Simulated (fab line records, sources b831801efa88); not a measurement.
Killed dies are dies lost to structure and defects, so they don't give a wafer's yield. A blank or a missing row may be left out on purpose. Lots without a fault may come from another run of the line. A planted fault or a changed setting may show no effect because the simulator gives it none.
The tool behind it: which one? | flow gf180mcu | Sampling: 12 lots, 36 wafers, 2 of 602 route steps

## WHAT THE GAUGES READ, wafer by wafer
GF_M4_THK_MEAS_06: measures by xrf.
lot  | measured     | on           | M4_ALCU_THK (nm)
L075 | day 22 17:13 | filmMetro-02 | 451 447 451
L077 | day 23 06:32 | filmMetro-01 | 443 442 435
L079 | day 24 03:11 | filmMetro-02 | 449 452 447
L081 | day 24 23:52 | filmMetro-02 | 449 450 453
L083 | day 25 13:57 | filmMetro-03 | 445 442 449
L085 | day 26 10:05 | filmMetro-01 | 452 448 446
L087 | day 27 00:21 | filmMetro-02 | 446 451 447
L089 | day 27 17:28 | filmMetro-03 | 448 453 444
L091 | day 28 15:39 | filmMetro-01 | 428 428 434
L093 | day 28 23:36 | filmMetro-01 | 445 436 436
L095 | day 29 06:39 | filmMetro-01 | 446 447 446
L097 | day 29 22:26 | filmMetro-03 | 444 447 444

## WHICH TOOL RAN EACH LOT (tool, then ch and the chambers of the sampled wafers, then the start)
lot  | GF_V2_STRIP_18
L075 | plasmaAsher-02 ch 0,1, day 20 12:21
L077 | plasmaAsher-02 ch 0,1, day 21 02:24
L079 | plasmaAsher-02 ch 0,1, day 22 01:26
L081 | plasmaAsher-02 ch 0,1, day 22 23:21
L083 | plasmaAsher-02 ch 0,1, day 23 13:29
L085 | plasmaAsher-01 ch 0,1, day 24 10:44
L087 | plasmaAsher-02 ch 0,1, day 25 02:03
L089 | plasmaAsher-01 ch 0,1, day 25 19:54
L091 | plasmaAsher-01 ch 0,1, day 26 20:52
L093 | plasmaAsher-02 ch 0,1, day 27 04:49
L095 | plasmaAsher-03 ch 0,1, day 27 11:42
L097 | plasmaAsher-02 ch 0, day 28 03:49
- GF_V2_STRIP_18: strips in O2/N2.

## THE ANSWER, worked out from the rows above alone
Rule: the lots themselves supply what counts as usual. The widest of any qualifying gaps counts: lots, ordered by their means at a reading, are off when they make up no more than a third of the lots, leave a main group of 4 or more, and stand apart from it by 3 or more times the standard deviation of that group's means. Not used: any main group whose means are identical at the precision the tables above print for the reading. A lot without any number at a reading at which 4 lots or more have one is off too. The other lots that the step has rows for count as sound.
None of the lots is off at any reading shown; this tells nothing.

## WHAT HAD BEEN PUT IN BY THE SIMULATOR
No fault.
